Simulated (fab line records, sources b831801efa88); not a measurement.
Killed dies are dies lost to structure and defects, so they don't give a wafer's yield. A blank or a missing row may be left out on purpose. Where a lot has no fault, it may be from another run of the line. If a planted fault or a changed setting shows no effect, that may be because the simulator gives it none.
A single fault, viewed from 2 desks / flow gf180mcu / each desk holds nothing but its own numbers, with what lay behind them at the end

== FROM THE METROLOGY DESK ==
What the gauges read, lot by lot, whatever tool the lot ran on: means of the sampled wafers that have a number. A lot is out of limits, marked OUT, if its mean lies more than 4 standard deviations from the usual mean; the brackets give that distance.
Columns: A = TOP_METAL_ALCU_RS at GF_TOP_METAL_RS_MEAS_05, usual 0.03269 ohm/sq; B = TOP_METAL_OVL at GF_TOP_METAL_OVL_MEAS_15, usual -0.7 nm; C = PASSIVATION_BOW at GF_PASSIVATION_BOW_MEAS_14, usual 134 um
lot=L573; first seen here=day 27 13:44; A=0.03304; B=-2.3; C=127
lot=L574; first seen here=day 27 18:01; A=0.03237; B=0.1; C=121
lot=L575; first seen here=day 28 06:14; A=0.03311; B=-1.8; C=130
lot=L576; first seen here=day 28 11:37; A=0.03268; B=-1.7; C=130
lot=L581; first seen here=day 30 02:12; A=0.03266; B=0.2; C=131
lot=L582; first seen here=day 30 06:57; A=0.03304; B=1.9; C=152
lot=L584; first seen here=day 30 16:48; A=0.03288; B=-2.7; C=133
lot=L585; first seen here=day 31 05:51; A=0.03262; B=-1.5; C=114
lot=L590; first seen here=day 32 10:05; A=0.03282; B=-1.4; C=137
lot=L591; first seen here=day 32 16:37; A=0.03258; B=0.2; C=132
lot=L592; first seen here=day 33 00:10; A=0.03253; B=-1.2; C=123
lot=L593; first seen here=day 33 04:13; A=0.03309; B=0.3; C=141
lot=L594; first seen here=day 33 09:13; A=0.03269; B=-1.4; C=135
lot=L595; first seen here=day 33 11:52; A=0.03252; B=-1.5; C=138
This desk's verdict: no lot among the 14 shows anything out of limits.

== TOOL OWNER'S DESK, cvd w-01 ==
The tool's own readings at GF_V5_CVD_23 (deposits W, target thk 350 nm, time 104.9 s): means of the sampled wafers that have a number, for each lot that ran on this tool. A lot is out of limits, marked OUT, if its mean lies more than 4 standard deviations from the usual mean; the brackets give that distance.
Columns: A = chamber pressure Torr at GF_V5_CVD_23, usual 40.01 Torr; B = heater power w at GF_V5_CVD_23, usual 827 W
lot=L573; first seen here=day 27 12:53; A=39.99; B=802
lot=L576; first seen here=day 28 10:47; A=39.99; B=837
lot=L581; first seen here=day 30 01:23; A=40.15; B=868
lot=L584; first seen here=day 30 15:52; A=40.09; B=874
lot=L585; first seen here=day 31 05:01; A=40.03; B=809
lot=L594; first seen here=day 33 08:23; A=39.99; B=893
lot=L595; first seen here=day 33 11:01; A=40.01; B=808
This desk's verdict: no lot among the 7 shows anything out of limits.

== BROUGHT TOGETHER ==
Metrology desk: nothing out of limits seen.
Nothing out of limits was seen by the tool owner's desk.

== WHAT HAD BEEN PUT IN BY THE SIMULATOR ==
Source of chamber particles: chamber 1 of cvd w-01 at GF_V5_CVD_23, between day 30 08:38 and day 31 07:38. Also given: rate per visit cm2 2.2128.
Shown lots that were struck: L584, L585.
